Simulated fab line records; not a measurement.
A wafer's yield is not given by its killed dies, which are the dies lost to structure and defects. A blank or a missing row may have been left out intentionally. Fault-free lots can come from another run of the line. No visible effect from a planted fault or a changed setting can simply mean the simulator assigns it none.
Which tool was responsible? + flow sky130 + Sampling: 13 lots, 39 wafers, 3 of 708 route steps

== WHAT THE GAUGES SHOWED, per wafer ==
SKY_SONOS_ONO_CD_MEAS_13 targets a cd of 410 nm. Usual: cdNm at 410.4 nm, with a standard deviation of 1.9.
| lot  | measured     | on       | cdNm (nm)         | flag |
|------|--------------|----------|-------------------|------|
| L765 | day 12 14:20 | cdSem-02 | 411.7 409.8 411.0 |      |
| L766 | day 12 16:06 | cdSem-02 | 407.6 409.9 409.1 |      |
| L768 | day 13 10:26 | cdSem-02 | 410.3 412.5 411.2 |      |
| L767 | day 13 10:33 | cdSem-01 | 409.6 407.0 406.9 |      |
| L769 | day 13 19:47 | cdSem-01 | 409.8 411.5 410.7 |      |
| L770 | day 14 06:09 | cdSem-01 | 409.5 411.3 412.0 |      |
| L772 | day 14 18:32 | cdSem-01 | 405.3 407.0 405.9 |      |
| L777 | day 16 15:03 | cdSem-01 | 410.6 413.3 412.4 |      |
| L778 | day 16 17:17 | cdSem-01 | 410.5 411.8 413.4 |      |
| L779 | day 17 07:34 | cdSem-01 | 410.5 407.5 410.0 |      |
| L780 | day 17 23:05 | cdSem-02 | 408.9 409.6 410.5 |      |
| L781 | day 17 23:25 | cdSem-02 | 410.2 410.4 410.8 |      |
| L784 | day 18 23:35 | cdSem-02 | 409.5 410.8 409.7 |      |

SKY_POLY_GATE_OVL_MEAS_14. Usual: POLY_GATE_OVL -1 nm, standard deviation 5.7.
| lot  | measured     | on         | POLY_GATE_OVL (nm) | flag |
|------|--------------|------------|--------------------|------|
| L765 | day 16 09:03 | overlay-02 | -4 -4 5            |      |
| L766 | day 16 10:00 | overlay-02 | 12 1 4             |      |
| L768 | day 17 04:51 | overlay-02 | -1 -8 -7           |      |
| L767 | day 17 04:33 | overlay-02 | -6 2 -7            |      |
| L769 | day 17 18:23 | overlay-02 | -10 -4 -3          |      |
| L770 | day 18 01:54 | overlay-01 | -4 -3 -4           |      |
| L772 | day 18 14:57 | overlay-01 | -9 -1 -9           |      |
| L777 | day 20 16:41 | overlay-02 | -6 9 15            |      |
| L778 | day 21 03:38 | overlay-02 | 2 1 -2             |      |
| L779 | day 21 14:17 | overlay-01 | 4 -1 1             |      |
| L780 | day 22 04:02 | overlay-01 | -8 -3 -9           |      |
| L781 | day 22 05:49 | overlay-02 | 11 15 8            |      |
| L784 | day 23 04:41 | overlay-02 | 2 -8 -9            |      |

SKY_LDD_HVN_TW_MEAS_10. Usual: LDD_HVN_TW 1450, standard deviation 12.
| lot  | measured     | on           | LDD_HVN_TW     | flag |
|------|--------------|--------------|----------------|------|
| L765 | day 20 07:04 | filmMetro-04 | 1464 1464 1457 |      |
| L766 | day 20 09:10 | filmMetro-01 | 1467 1457 1462 |      |
| L768 | day 21 04:07 | filmMetro-03 | 1444 1450 1452 |      |
| L767 | day 21 03:43 | filmMetro-03 | 1449 1450 1451 |      |
| L769 | day 21 17:43 | filmMetro-01 | 1453 1453 1449 |      |
| L770 | day 22 06:58 | filmMetro-01 | 1458 1463 1461 |      |
| L772 | day 22 16:40 | filmMetro-04 | 1465 1459 1467 |      |
| L777 | day 24 16:43 | filmMetro-04 | 1463 1462 1469 |      |
| L778 | day 25 01:58 | filmMetro-01 | 1443 1438 1444 |      |
| L779 | day 25 12:10 | filmMetro-03 | 1429 1427 1428 |      |
| L780 | day 26 00:10 | filmMetro-03 | 1436 1440 1435 |      |
| L781 | day 26 02:23 | filmMetro-03 | 1442 1448 1446 |      |
| L784 | day 26 22:12 | filmMetro-01 | 1448 1447 1453 |      |

== TOOL THAT RAN EACH LOT (tool first, then ch and the chambers of the sampled wafers, then the start) ==
There is no process step in the record ahead of these readings.

== AS READ BY THE TOOLS THEMSELVES (means over the sampled wafers that have a number; for cases with no such wafer, the mark the record gives instead) ==
The record holds no such reading with a usual standard deviation.

== THE ANSWER, worked out from the rows above alone ==
Rule: take the mean of a lot's wafers that have a number; if it is more than 3 standard deviations from the usual mean, the lot is off. A lot without any number at a reading at which 4 lots or more have one is off too. The other lots that the step has rows for count as sound. After the gauges, taken in route order, come the tools' own readings; for these a lot's mean is taken, as printed above. At the first step where some lot is off, the reading lying furthest off is the one used; lots without a number count as furthest.
No lot is off on any of the readings shown, so nothing can be concluded from this.

== WHAT THE SIMULATOR HAD PUT IN ==
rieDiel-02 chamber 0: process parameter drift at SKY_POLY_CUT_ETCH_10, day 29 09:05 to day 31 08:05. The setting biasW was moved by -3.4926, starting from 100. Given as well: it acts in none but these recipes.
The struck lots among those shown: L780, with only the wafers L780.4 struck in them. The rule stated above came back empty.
